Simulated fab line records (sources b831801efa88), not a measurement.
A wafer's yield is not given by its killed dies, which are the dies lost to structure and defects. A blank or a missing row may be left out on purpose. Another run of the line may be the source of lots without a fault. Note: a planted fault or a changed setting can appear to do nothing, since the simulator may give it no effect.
A lot that was struck, set against a sound lot :: flow gf180mcu :: 30 out of 602 route steps
Sound: these wafers, L792.1, L792.5, L792.6. The struck wafers were L794.1, L794.3, L794.4. The cause comes at the end.
At each step with rows: each side's tool, then ch and its chambers, then its first start. Under that, the readings that differ: sound wafers :: struck wafers :: difference of the means :: sigmas: that difference in standard deviations of wafers without a fault.
alike: a reading whose means differ by less than 2 such deviations, as well as words and numbers matching on both sides. not compared: withheld readings; readings where some wafer has no value; bounds like >300 that might hide an equal value; numbers whose values overlap and for which the record gives no deviation.
Wherever a step has rows on one side only, a row that says differs or no value, or a row with sigmas, the two part there. Numbers that don't overlap but have no deviation are shown without sigmas and don't part them. A reading missing from all wafers of one side parts the sides only when that side holds two or more wafers.

first, 7 steps without rows for these wafers: GF_HV_LDD_DEHYDRATE_24 (time 60 s); GF_HV_LDD_HMDS_25 (prime time 60 s); GF_HV_LDD_COAT_26 (resist thk 1000 nm); GF_HV_LDD_SOFTBAKE_27 (time 60 s); GF_HV_LDD_EXPOSE_28 (exposes mask Nplus HV AREA, target cd 400 nm); GF_HV_LDD_PEB_29; GF_HV_LDD_DEVELOP_30 (develop time 60 s).
GF_HV_LDD_CD_MEAS_31 targets a cd of 400 nm.
  sound on cdSem-02 at day 13 03:46; struck on cdSem-02 at day 13 17:13
  alike: cdNm
GF_HV_LDD_OVL_MEAS_32:
  sound on overlay-02 at day 13 03:53; struck on overlay-02 at day 13 17:20
  alike: HV_LDD_02_OVL
then, 3 steps without rows for these wafers: GF_HV_LDD_IMPLANT_33; GF_HV_LDD_IMPLANT_34; GF_HV_LDD_IMPLANT_35.
GF_HV_LDD_IMPLANT_36:
  sound on implanter-04 ch 0, day 13 04:23; struck on implanter-01 ch 0, day 13 17:50
reading: doseIonsCm2
sound: 7.498e+12 7.509e+12 7.502e+12
struck: 3.481e+13 3.4802e+13 3.481e+13
difference: +2.730e+13
sigmas: +99 or more

reading: faradayCurrentUA
sound: 41.5 43.4 42.1
struck: 195.2 199.5 194.3
difference: +154.0
sigmas: +99 or more
GF_HV_LDD_STRIP_37: strips in O2/N2.
  sound on plasmaAsher-04 ch 0,1, day 13 04:32; struck on plasmaAsher-01 ch 0,1, day 13 17:59
  alike: drypumpMotorCurrentA, heaterPowerW, oesProductAu, stripTimeToEndpointS
  not compared: rfHoursCounterH
GF_HV_LDD_TW_MEAS_38:
  sound on filmMetro-04 at day 13 04:38; struck on filmMetro-04 at day 13 18:19
reading: HV_LDD_3_TW
sound: 1471 1469 1472
struck: 1819 1807 1816
difference: +343
sigmas: +16
  not compared: hold
then, 6 steps without rows for these wafers: GF_HV_LDD_HMDS_40 (prime time 60 s); GF_HV_LDD_COAT_41 (resist thk 1000 nm); GF_HV_LDD_SOFTBAKE_42 (time 60 s); GF_HV_LDD_EXPOSE_43 (exposes mask Pplus HV AREA, target cd 400 nm); GF_HV_LDD_PEB_44; GF_HV_LDD_DEVELOP_45 (develop time 60 s).
GF_HV_LDD_CD_MEAS_46 targets a cd of 400 nm.
  sound on cdSem-01 at day 13 15:31; struck on cdSem-02 at day 14 13:25
  alike: cdNm
GF_HV_LDD_OVL_MEAS_47:
  sound on overlay-01 at day 13 15:38; struck on overlay-02 at day 14 13:32
reading: HV_LDD_03_OVL (nm)
sound: 0.3 0.2 0.3
struck: -4.5 -3.4 -3.4
difference: -4.0
sigmas: -3
following that, these wafers have no rows for 1 step: GF_HV_LDD_IMPLANT_48.
GF_HV_LDD_STRIP_49: strips in O2/N2.
  sound on plasmaAsher-01 ch 0,1, day 13 15:49; struck on plasmaAsher-01 ch 0,1, day 14 13:43
  alike: drypumpMotorCurrentA, heaterPowerW, oesProductAu, stripTimeToEndpointS
  not compared: rfHoursCounterH
GF_HV_LDD_TW_MEAS_50:
  sound on filmMetro-03 at day 13 15:55; struck on filmMetro-04 at day 14 13:49
reading: HV_LDD_4_TW
sound: 568 563 567
struck: 583 583 582
difference: +17
sigmas: +2
then, 1 step without rows for these wafers: GF_HV_LDD_CLEAN_51 (cleans in SC1/SC2, time 150 s).
GF_HV_LDD_RTA_52: time 10 s.
  sound on rtpAnneal-01 ch 0, day 13 16:02; struck on rtpAnneal-01 ch 0, day 14 13:55
  alike: lampPowerPct, wafer_temp_C_max
GF_HV_LDD_RS_MEAS_53: measurement is done with a four-point probe.
  sound on filmMetro-03 at day 13 16:05; struck on filmMetro-03 at day 14 14:17
reading: HV_LDD_RS (ohm/sq)
sound: 416.2 417.9 417.5
struck: 358.2 358.7 358.0
difference: -58.9
sigmas: -54
  not compared: hold
GF_PASSIVATION_PROBE_99:
  the record holds rows for the sound wafers here (prober-02, day 30 09:16) but none for the struck ones

## WHERE THEY PART
Earliest at GF_HV_LDD_IMPLANT_36; latest, in this record, at GF_PASSIVATION_PROBE_99.

WHY: whatever the simulator had introduced
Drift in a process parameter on implanter-01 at GF_HV_LDD_IMPLANT_36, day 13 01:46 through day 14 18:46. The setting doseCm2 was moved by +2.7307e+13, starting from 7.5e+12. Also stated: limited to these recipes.
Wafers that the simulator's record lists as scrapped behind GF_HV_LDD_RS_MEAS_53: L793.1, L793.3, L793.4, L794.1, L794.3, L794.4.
